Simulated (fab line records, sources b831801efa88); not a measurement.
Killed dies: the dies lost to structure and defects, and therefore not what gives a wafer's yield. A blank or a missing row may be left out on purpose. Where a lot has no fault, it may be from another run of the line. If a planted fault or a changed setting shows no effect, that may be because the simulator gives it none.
Which tool did it? || flow gf180mcu || 36 wafers from 12 lots sampled at 3 of the route's 602 steps

WHAT THE GAUGES READ, wafer by wafer
GF_STI_THK_MEAS_04.
{"lot": "L481", "measured": "day 1 19:16", "on": "filmMetro-03", "STI_CVD_03_THK (nm)": "207.8 208.2 211.0"}
{"lot": "L482", "measured": "day 1 23:35", "on": "filmMetro-03", "STI_CVD_03_THK (nm)": "206.8 208.5 208.0"}
{"lot": "L484", "measured": "day 2 09:34", "on": "filmMetro-03", "STI_CVD_03_THK (nm)": "208.0 209.5 209.9"}
{"lot": "L485", "measured": "day 2 15:39", "on": "filmMetro-04", "STI_CVD_03_THK (nm)": "208.0 206.1 205.0"}
{"lot": "L486", "measured": "day 2 19:35", "on": "filmMetro-04", "STI_CVD_03_THK (nm)": "210.2 209.3 208.0"}
{"lot": "L488", "measured": "day 3 05:34", "on": "filmMetro-04", "STI_CVD_03_THK (nm)": "206.3 206.8 208.0"}
{"lot": "L489", "measured": "day 3 10:36", "on": "filmMetro-04", "STI_CVD_03_THK (nm)": "207.7 208.9 208.3"}
{"lot": "L491", "measured": "day 3 20:34", "on": "filmMetro-04", "STI_CVD_03_THK (nm)": "209.3 209.9 209.8"}
{"lot": "L494", "measured": "day 4 11:35", "on": "filmMetro-01", "STI_CVD_03_THK (nm)": "209.5 209.7 210.4"}
{"lot": "L498", "measured": "day 5 07:35", "on": "filmMetro-03", "STI_CVD_03_THK (nm)": "210.7 211.7 210.3"}
{"lot": "L500", "measured": "day 5 17:34", "on": "filmMetro-04", "STI_CVD_03_THK (nm)": "209.0 207.3 211.1"}
{"lot": "L503", "measured": "day 6 08:46", "on": "filmMetro-01", "STI_CVD_03_THK (nm)": "208.1 208.6 208.1"}

GF_STI_CD_MEAS_12: the cd target is 220 nm.
{"lot": "L481", "measured": "day 2 07:53", "on": "cdSem-02", "cdNm (nm)": "223.0 223.5 221.9"}
{"lot": "L482", "measured": "day 2 11:26", "on": "cdSem-01", "cdNm (nm)": "220.2 220.6 220.6"}
{"lot": "L484", "measured": "day 2 20:46", "on": "cdSem-02", "cdNm (nm)": "220.1 220.0 221.9"}
{"lot": "L485", "measured": "day 3 04:03", "on": "cdSem-01", "cdNm (nm)": "220.0 219.5 219.5"}
{"lot": "L486", "measured": "day 3 08:20", "on": "cdSem-02", "cdNm (nm)": "220.3 220.0 218.0"}
{"lot": "L488", "measured": "day 3 18:13", "on": "cdSem-02", "cdNm (nm)": "228.2 227.6 228.7"}
{"lot": "L489", "measured": "day 3 23:33", "on": "cdSem-01", "cdNm (nm)": "221.8 222.8 222.0"}
{"lot": "L491", "measured": "day 4 09:21", "on": "cdSem-01", "cdNm (nm)": "219.5 219.0 218.4"}
{"lot": "L494", "measured": "day 5 01:47", "on": "cdSem-01", "cdNm (nm)": "226.3 227.1 226.5"}
{"lot": "L498", "measured": "day 5 22:43", "on": "cdSem-02", "cdNm (nm)": "220.6 219.9 220.1"}
{"lot": "L500", "measured": "day 6 08:08", "on": "cdSem-01", "cdNm (nm)": "220.3 220.4 221.0"}
{"lot": "L503", "measured": "day 6 23:56", "on": "cdSem-02", "cdNm (nm)": "220.2 220.6 219.6"}

WHICH TOOL RAN EACH LOT (tool, then ch and the chambers of the sampled wafers, then the start)
{"lot": "L481", "GF_STI_PEB_10": "lithoTrack-01 ch 0, day 2 07:32"}
{"lot": "L482", "GF_STI_PEB_10": "lithoTrack-03 ch 0, day 2 11:07"}
{"lot": "L484", "GF_STI_PEB_10": "lithoTrack-03 ch 0, day 2 20:26"}
{"lot": "L485", "GF_STI_PEB_10": "lithoTrack-03 ch 0, day 3 03:42"}
{"lot": "L486", "GF_STI_PEB_10": "lithoTrack-03 ch 0, day 3 08:01"}
{"lot": "L488", "GF_STI_PEB_10": "lithoTrack-03 ch 0, day 3 17:53"}
{"lot": "L489", "GF_STI_PEB_10": "lithoTrack-02 ch 0, day 3 23:13"}
{"lot": "L491", "GF_STI_PEB_10": "lithoTrack-02 ch 0, day 4 09:01"}
{"lot": "L494", "GF_STI_PEB_10": "lithoTrack-03 ch 0, day 5 01:28"}
{"lot": "L498", "GF_STI_PEB_10": "lithoTrack-01 ch 0, day 5 22:24"}
{"lot": "L500", "GF_STI_PEB_10": "lithoTrack-02 ch 0, day 6 07:47"}
{"lot": "L503", "GF_STI_PEB_10": "lithoTrack-01 ch 0, day 6 23:35"}
- GF_STI_PEB_10: peb time 90 s.

WHAT THE TOOLS THEMSELVES READ (means of the sampled wafers that have a number; where no wafer has one, the mark that the record gives instead)
GF_STI_PEB_10.
{"lot": "L481", "tool": "lithoTrack-01", "heaterPowerTotalW (W)": 85.70, "plateTempC (C)": 134.87}
{"lot": "L482", "tool": "lithoTrack-03", "heaterPowerTotalW (W)": 85.65, "plateTempC (C)": 135.06}
{"lot": "L484", "tool": "lithoTrack-03", "heaterPowerTotalW (W)": 85.74, "plateTempC (C)": 134.78}
{"lot": "L485", "tool": "lithoTrack-03", "heaterPowerTotalW (W)": 85.67, "plateTempC (C)": 135.07}
{"lot": "L486", "tool": "lithoTrack-03", "heaterPowerTotalW (W)": 85.69, "plateTempC (C)": 134.84}
{"lot": "L488", "tool": "lithoTrack-03", "heaterPowerTotalW (W)": 83.41, "plateTempC (C)": 132.15}
{"lot": "L489", "tool": "lithoTrack-02", "heaterPowerTotalW (W)": 85.67, "plateTempC (C)": 134.91}
{"lot": "L491", "tool": "lithoTrack-02", "heaterPowerTotalW (W)": 85.70, "plateTempC (C)": 134.87}
{"lot": "L494", "tool": "lithoTrack-03", "heaterPowerTotalW (W)": 83.48, "plateTempC (C)": 132.14}
{"lot": "L498", "tool": "lithoTrack-01", "heaterPowerTotalW (W)": 85.82, "plateTempC (C)": 135.12}
{"lot": "L500", "tool": "lithoTrack-02", "heaterPowerTotalW (W)": 85.64, "plateTempC (C)": 135.04}
{"lot": "L503", "tool": "lithoTrack-01", "heaterPowerTotalW (W)": 85.75, "plateTempC (C)": 134.84}

THE ANSWER, worked out from the rows above alone
Rule: the lots themselves supply what counts as usual. Put in order of their means at a reading, lots are off if they are a third of the lots or fewer, leave a main group of 4 or more, and stand apart from it by a gap of 3 or more times the standard deviation of the main group's means; of several such gaps the widest counts. If all means in a main group match to the digits the tables above print for the reading, that group is not used. Also off: a lot with no number at a reading for which 4 or more lots have one. Where the step has rows for the other lots, those lots are counted as sound. The gauges are gone through in route order, then the tools' own readings, and for those a lot's mean is taken as printed above. At the first step where some lot is off, the reading lying furthest off is the one used; lots without a number count as furthest.
Off at GF_STI_CD_MEAS_12 (cdNm): L488, L494. Main group: mean 220.5 nm, sd 1.1.
If a tool, at a process step before that reading, ran all the lots that are off and no sound lot after the first of them, it fits. Not tried: the gauges at GF_STI_CD_MEAS_12; whatever is off there is also off at GF_STI_PEB_10, on other tools, and gauge error can't account for it. One candidate fits, namely lithoTrack-03 at GF_STI_PEB_10. A fault onset in the window from L486 (day 3 08:01, its last sound lot) to L488 (day 3 17:53, its first lot off) fits.
The tool's own readings at GF_STI_PEB_10 bear it out: on the lots that are off they differ by more than 5 times the standard deviation of the sound lots' means. heaterPowerTotalW reads 83.44 W there against 85.70 W on the sound lots; plateTempC reads 132.14 C there against 134.94 C on the sound lots.

WHAT WAS PUT IN BY THE SIMULATOR
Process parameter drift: lithoTrack-03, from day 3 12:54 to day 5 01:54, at GF_STI_PEB_10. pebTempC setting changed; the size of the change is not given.
Lots struck among those shown: L488, L494. This agrees with what the rule above found.
